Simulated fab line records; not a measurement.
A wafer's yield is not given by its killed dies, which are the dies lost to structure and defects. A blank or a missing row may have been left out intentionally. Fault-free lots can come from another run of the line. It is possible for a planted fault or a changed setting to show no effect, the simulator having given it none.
Which tool did it? / flow sfq line / 13 lots, 39 wafers sampled, at 3 steps of a route of 325

WHAT EACH GAUGE READ, for each wafer
The record lacks any reading of a measuring or inspecting step that a usual standard deviation could be used to judge.

WHAT TOOL EACH LOT RAN ON (gives the tool, then ch and the chambers of the sampled wafers, and finally the start)
lot=L922; SFQ_TRILAYER_I6_CMP_CMP_166=cmp-02 ch 2,3, day 68 13:44; SFQ_TRILAYER_I6_METRO_MEASURE_167=film metro-03, day 68 16:34; SFQ_TRILAYER_I6_VIA_ETCH_VIA_ETCH_172=rie diel-02 ch 0,2, day 73 15:17
lot=L923; SFQ_TRILAYER_I6_CMP_CMP_166=cmp-01 ch 0,1,2, day 68 15:19; SFQ_TRILAYER_I6_METRO_MEASURE_167=film metro-01, day 68 18:20; SFQ_TRILAYER_I6_VIA_ETCH_VIA_ETCH_172=rie diel-04 ch 0,1,3, day 73 17:41
lot=L924; SFQ_TRILAYER_I6_CMP_CMP_166=cmp-01 ch 0,1,3, day 68 18:49; SFQ_TRILAYER_I6_METRO_MEASURE_167=film metro-01, day 68 21:20; SFQ_TRILAYER_I6_VIA_ETCH_VIA_ETCH_172=rie diel-01 ch 0,2,3, day 73 21:17
lot=L925; SFQ_TRILAYER_I6_CMP_CMP_166=cmp-02 ch 0,1,2, day 68 20:14; SFQ_TRILAYER_I6_METRO_MEASURE_167=film metro-03, day 68 22:46; SFQ_TRILAYER_I6_VIA_ETCH_VIA_ETCH_172=rie diel-02 ch 2,3, day 73 23:41
lot=L926; SFQ_TRILAYER_I6_CMP_CMP_166=cmp-02 ch 0,2,3, day 71 23:07; SFQ_TRILAYER_I6_METRO_MEASURE_167=film metro-01, day 72 02:26; SFQ_TRILAYER_I6_VIA_ETCH_VIA_ETCH_172=rie diel-04 ch 1,2,3, day 76 21:25
lot=L927; SFQ_TRILAYER_I6_CMP_CMP_166=cmp-01 ch 0,1,3, day 72 01:49; SFQ_TRILAYER_I6_METRO_MEASURE_167=film metro-02, day 72 04:02; SFQ_TRILAYER_I6_VIA_ETCH_VIA_ETCH_172=rie diel-01 ch 0,1,2, day 77 02:16
lot=L932; SFQ_TRILAYER_I6_CMP_CMP_166=cmp-02 ch 0,2,3, day 76 01:32; SFQ_TRILAYER_I6_METRO_MEASURE_167=film metro-03, day 76 03:39; SFQ_TRILAYER_I6_VIA_ETCH_VIA_ETCH_172=rie diel-02 ch 1,2, day 80 17:37
lot=L934; SFQ_TRILAYER_I6_CMP_CMP_166=cmp-01 ch 0,1,2, day 76 06:35; SFQ_TRILAYER_I6_METRO_MEASURE_167=film metro-03, day 76 09:12; SFQ_TRILAYER_I6_VIA_ETCH_VIA_ETCH_172=rie diel-02 ch 0,1,3, day 80 22:25
lot=L938; SFQ_TRILAYER_I6_CMP_CMP_166=cmp-01 ch 1,2, day 76 16:17; SFQ_TRILAYER_I6_METRO_MEASURE_167=film metro-02, day 76 20:00; SFQ_TRILAYER_I6_VIA_ETCH_VIA_ETCH_172=rie diel-04 ch 0,3, day 81 08:01
lot=L939; SFQ_TRILAYER_I6_CMP_CMP_166=cmp-01 ch 0,1,3, day 76 20:59; SFQ_TRILAYER_I6_METRO_MEASURE_167=film metro-02, day 76 23:36; SFQ_TRILAYER_I6_VIA_ETCH_VIA_ETCH_172=rie diel-04 ch 0,2,3, day 81 11:37
lot=L943; SFQ_TRILAYER_I6_CMP_CMP_166=cmp-01 ch 0,1,3, day 77 23:37; SFQ_TRILAYER_I6_METRO_MEASURE_167=film metro-03, day 78 02:44; SFQ_TRILAYER_I6_VIA_ETCH_VIA_ETCH_172=rie diel-02 ch 0,1,3, day 82 11:23
lot=L944; SFQ_TRILAYER_I6_CMP_CMP_166=cmp-01 ch 0,2,3, day 78 04:30; SFQ_TRILAYER_I6_METRO_MEASURE_167=film metro-02, day 78 07:01; SFQ_TRILAYER_I6_VIA_ETCH_VIA_ETCH_172=rie diel-01 ch 0,1,2, day 82 13:47
lot=L945; SFQ_TRILAYER_I6_CMP_CMP_166=cmp-01 ch 1,2, day 78 06:30; SFQ_TRILAYER_I6_METRO_MEASURE_167=film metro-03, day 78 10:13; SFQ_TRILAYER_I6_VIA_ETCH_VIA_ETCH_172=rie diel-04 ch 0,2,3, day 82 15:03
- SFQ_TRILAYER_I6_CMP_CMP_166: polishes SiO2.
- SFQ_TRILAYER_I6_METRO_MEASURE_167
- SFQ_TRILAYER_I6_VIA_ETCH_VIA_ETCH_172: etches SiO2 in CHF3, stops on Nb, target depth 260 nm.

AS READ BY THE TOOLS THEMSELVES (means over the sampled wafers that have a number; for cases with no such wafer, the mark the record gives instead)
SFQ_TRILAYER_I6_CMP_CMP_166.
lot=L922; tool=cmp-02; motor current A (A)=11.2; time to endpoint s (s)=215
lot=L923; tool=cmp-01; motor current A (A)=9.7; time to endpoint s (s)=217
lot=L924; tool=cmp-01; motor current A (A)=10.7; time to endpoint s (s)=214
lot=L925; tool=cmp-02; motor current A (A)=10.6; time to endpoint s (s)=217
lot=L926; tool=cmp-02; motor current A (A)=10.8; time to endpoint s (s)=206
lot=L927; tool=cmp-01; motor current A (A)=10.5; time to endpoint s (s)=216
lot=L932; tool=cmp-02; motor current A (A)=11.0; time to endpoint s (s)=226
lot=L934; tool=cmp-01; motor current A (A)=9.7; time to endpoint s (s)=211
lot=L938; tool=cmp-01; motor current A (A)=9.4; time to endpoint s (s)=217
lot=L939; tool=cmp-01; motor current A (A)=10.1; time to endpoint s (s)=214
lot=L943; tool=cmp-01; motor current A (A)=10.4; time to endpoint s (s)=214
lot=L944; tool=cmp-01; motor current A (A)=9.9; time to endpoint s (s)=206
lot=L945; tool=cmp-01; motor current A (A)=9.6; time to endpoint s (s)=212

SFQ_TRILAYER_I6_METRO_MEASURE_167.
lot=L922; tool=film metro-03; thk nm (nm)=199.7
lot=L923; tool=film metro-01; thk nm (nm)=201.0
lot=L924; tool=film metro-01; thk nm (nm)=199.2
lot=L925; tool=film metro-03; thk nm (nm)=200.8
lot=L926; tool=film metro-01; thk nm (nm)=199.5
lot=L927; tool=film metro-02; thk nm (nm)=200.9
lot=L932; tool=film metro-03; thk nm (nm)=193.2
lot=L934; tool=film metro-03; thk nm (nm)=200.0
lot=L938; tool=film metro-02; thk nm (nm)=200.5
lot=L939; tool=film metro-02; thk nm (nm)=200.7
lot=L943; tool=film metro-03; thk nm (nm)=199.9
lot=L944; tool=film metro-02; thk nm (nm)=199.3
lot=L945; tool=film metro-03; thk nm (nm)=199.7

SFQ_TRILAYER_I6_VIA_ETCH_VIA_ETCH_172.
lot=L922; tool=rie diel-02; drypump motor current A (A)=5.6; oes product au (a.u.)=0.855
lot=L923; tool=rie diel-04; drypump motor current A (A)=5.9; oes product au (a.u.)=0.856
lot=L924; tool=rie diel-01; drypump motor current A (A)=6.0; oes product au (a.u.)=0.852
lot=L925; tool=rie diel-02; drypump motor current A (A)=5.2; oes product au (a.u.)=0.856
lot=L926; tool=rie diel-04; drypump motor current A (A)=5.7; oes product au (a.u.)=0.855
lot=L927; tool=rie diel-01; drypump motor current A (A)=6.2; oes product au (a.u.)=0.859
lot=L932; tool=rie diel-02; drypump motor current A (A)=5.5; oes product au (a.u.)=0.837
lot=L934; tool=rie diel-02; drypump motor current A (A)=6.0; oes product au (a.u.)=0.857
lot=L938; tool=rie diel-04; drypump motor current A (A)=6.0; oes product au (a.u.)=0.854
lot=L939; tool=rie diel-04; drypump motor current A (A)=6.0; oes product au (a.u.)=0.857
lot=L943; tool=rie diel-02; drypump motor current A (A)=6.0; oes product au (a.u.)=0.855
lot=L944; tool=rie diel-01; drypump motor current A (A)=6.2; oes product au (a.u.)=0.853
lot=L945; tool=rie diel-04; drypump motor current A (A)=6.0; oes product au (a.u.)=0.857

THE ANSWER, worked out from the rows above alone
Rule: what is usual is taken from the lots themselves. Put in order of their means at a reading, lots are off if they are a third of the lots or fewer, leave a main group of 4 or more, and stand apart from it by a gap of 3 or more times the standard deviation of the main group's means; of several such gaps the widest counts. A main group is skipped when, at the precision printed for the reading in the tables above, its means are all equal. Also off: a lot with no number at a reading for which 4 or more lots have one. The other lots that the step has rows for count as sound. Order of review: gauges by route order, followed by the tools' own readings, for which a lot's mean as printed above is used. The first step at which some lot is off is used, and at that step the reading that is off furthest; a lot without a number counts as furthest.
Off, at SFQ_TRILAYER_I6_METRO_MEASURE_167 on thk nm: L932. Mean 200.1 nm and standard deviation 0.62 in the main group.
A tool fits if, at that step or a process step before it, it ran every lot that is off, and no sound lot after the first of them. One fits: cmp-02 at SFQ_TRILAYER_I6_CMP_CMP_166. Its last sound lot is L926 (day 71 23:07), its first lot that is off L932 (day 76 01:32): a fault that began between those two fits.

WHAT THE SIMULATOR HAD PUT IN
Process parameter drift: cmp-02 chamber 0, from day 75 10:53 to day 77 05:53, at SFQ_TRILAYER_I6_CMP_CMP_166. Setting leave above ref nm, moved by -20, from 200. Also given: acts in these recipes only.
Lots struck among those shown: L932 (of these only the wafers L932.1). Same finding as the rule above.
